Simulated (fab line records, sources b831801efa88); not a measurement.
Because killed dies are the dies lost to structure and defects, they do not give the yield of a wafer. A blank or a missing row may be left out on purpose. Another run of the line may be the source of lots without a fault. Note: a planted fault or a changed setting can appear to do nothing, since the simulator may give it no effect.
Chamber matching -- flow sfq-line -- SFQ_TRILAYER_I0_CMP_CMP_028 on cmp-02: 4 sister chambers
The step polishes SiO2. 20 wafers are shown with their chamber, then 10 later ones without.

== WAFERS PAIRED WITH THEIR CHAMBERS ==
wafer,chamber,motor-current-A (A),time-to-endpoint-s (s)
L709.1,3,9.0,218
L709.4,0,9.4,233
L709.5,0,9.2,221
L712.4,0,9.5,221
L712.3,3,9.0,207
L712.6,1,10.1,211
L714.3,2,10.7,210
L714.2,0,9.6,216
L714.5,2,10.3,220
L716.2,0,9.6,202
L716.1,2,10.4,221
L716.6,3,8.9,223
L726.1,0,9.6,222
L726.2,2,10.6,212
L726.4,3,8.9,218
L727.3,0,9.3,208
L727.2,2,11.0,211
L727.6,0,9.8,215
L728.3,0,10.2,218
L728.5,1,10.5,218

SIGNATURES (averages over the wafers above)
reading,chamber 0,chamber 1,chamber 2,chamber 3,scatter within a chamber
motor-current-A,9.578,10.300,10.600,8.950,0.26
time-to-endpoint-s,217.33,214.50,214.80,216.50,7.48
Rule: distance of a wafer from a chamber = root of the sum over the readings of ((wafer's reading minus chamber's mean) / reading's scatter) squared. If the next closest chamber is less than 2 further off than the closest, the wafer can't be placed; otherwise it belongs to the closest. The scatter is the square root of a quotient: the sum, over the shown wafers, of each reading's squared deviation from its chamber's mean, divided by wafers minus chambers.

== WAFERS WITH NO CHAMBER GIVEN ==
wafer,motor-current-A (A),time-to-endpoint-s (s)
L728.6,9.8,221
L729.2,9.3,213
L729.1,11.1,217
L729.5,8.8,213
L730.2,8.7,206
L730.3,10.6,215
L730.6,9.5,219
L731.1,10.3,210
L731.2,9.6,219
L731.4,10.1,213

== EACH ONE'S CHAMBER ==
wafer,from the rows above,in truth
L728.6,can't be placed: 0 or 1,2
L729.2,can't be placed: 0 or 3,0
L729.1,can't be placed: 2 or 1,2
L729.5,3,3
L730.2,can't be placed: 3 or 0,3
L730.3,can't be placed: 2 or 1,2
L730.6,can't be placed: 0 or 3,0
L731.1,can't be placed: 1 or 2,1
L731.2,0,0
L731.4,can't be placed: 1 or 2 or 0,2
Placed correctly: 2 of 10. Can't be placed from these rows: 8 (the true chamber is among the candidates in 7). 0 placed wrongly.
